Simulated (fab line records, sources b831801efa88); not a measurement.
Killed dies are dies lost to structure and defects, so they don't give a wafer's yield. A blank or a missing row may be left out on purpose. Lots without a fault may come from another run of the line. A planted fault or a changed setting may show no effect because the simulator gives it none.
One fault seen from 2 desks | flow gf180mcu | each desk has only its own numbers; what lay behind them comes last

THE TOOL OWNER'S DESK: plasma_asher-02
The tool's own readings at GF_M1_STRIP_17 (strips in O2/N2): means of the sampled wafers that have a number, for each lot that ran on this tool. A lot is out of limits, marked OUT, if its mean lies more than 4 standard deviations from the usual mean; the brackets give that distance.
Columns: A = drypump_motor_current_A at GF_M1_STRIP_17, usual 5.7 A; B = heater_power_w at GF_M1_STRIP_17, usual 319 W; C = oes_product_au at GF_M1_STRIP_17, usual 0.557 a.u.; D = strip_time_to_endpoint_s at GF_M1_STRIP_17, usual 7.86 s
lot  | first seen here | A   | B   | C     | D
L809 | day 16 20:15    | 5.5 | 297 | 0.561 | 7.86
L816 | day 19 11:18    | 5.5 | 300 | 0.563 | 7.91
L817 | day 19 22:07    | 5.5 | 302 | 0.557 | 7.85
L818 | day 20 11:55    | 5.5 | 300 | 0.557 | 7.90
L819 | day 20 12:50    | 5.5 | 298 | 0.552 | 7.84
L820 | day 20 19:26    | 5.5 | 301 | 0.560 | 7.91
L829 | day 23 23:41    | 5.5 | 301 | 0.557 | 7.89
L831 | day 24 11:14    | 5.8 | 310 | 0.559 | 7.82
L832 | day 24 23:34    | 5.5 | 296 | 0.557 | 7.88
This desk's finding: nothing out of limits on any of the 9 lots.

THE METROLOGY DESK
What the gauges read, lot by lot, whatever tool the lot ran on: means of the sampled wafers that have a number. A lot is out of limits, marked OUT, if its mean lies more than 4 standard deviations from the usual mean; the brackets give that distance.
Columns: A = V5_W_THK at GF_V5_THK_MEAS_25, usual 346 nm
lot  | first seen here | A
L809 | day 27 02:12    | 347
L811 | day 27 15:46    | 345
L815 | day 28 17:00    | 352
L816 | day 29 04:32    | 347
L817 | day 29 12:27    | 345
L818 | day 29 23:09    | 352
L819 | day 29 23:29    | 352
L820 | day 30 06:44    | 345
L825 | day 31 19:02    | 354
L829 | day 32 14:49    | 333
L831 | day 32 23:40    | 351
L832 | day 33 09:55    | 344
This desk's finding: nothing out of limits on any of the 12 lots.

PUT TOGETHER
The tool owner's desk saw nothing out of limits.
The metrology desk saw nothing out of limits.

WHAT THE SIMULATOR HAD PUT IN
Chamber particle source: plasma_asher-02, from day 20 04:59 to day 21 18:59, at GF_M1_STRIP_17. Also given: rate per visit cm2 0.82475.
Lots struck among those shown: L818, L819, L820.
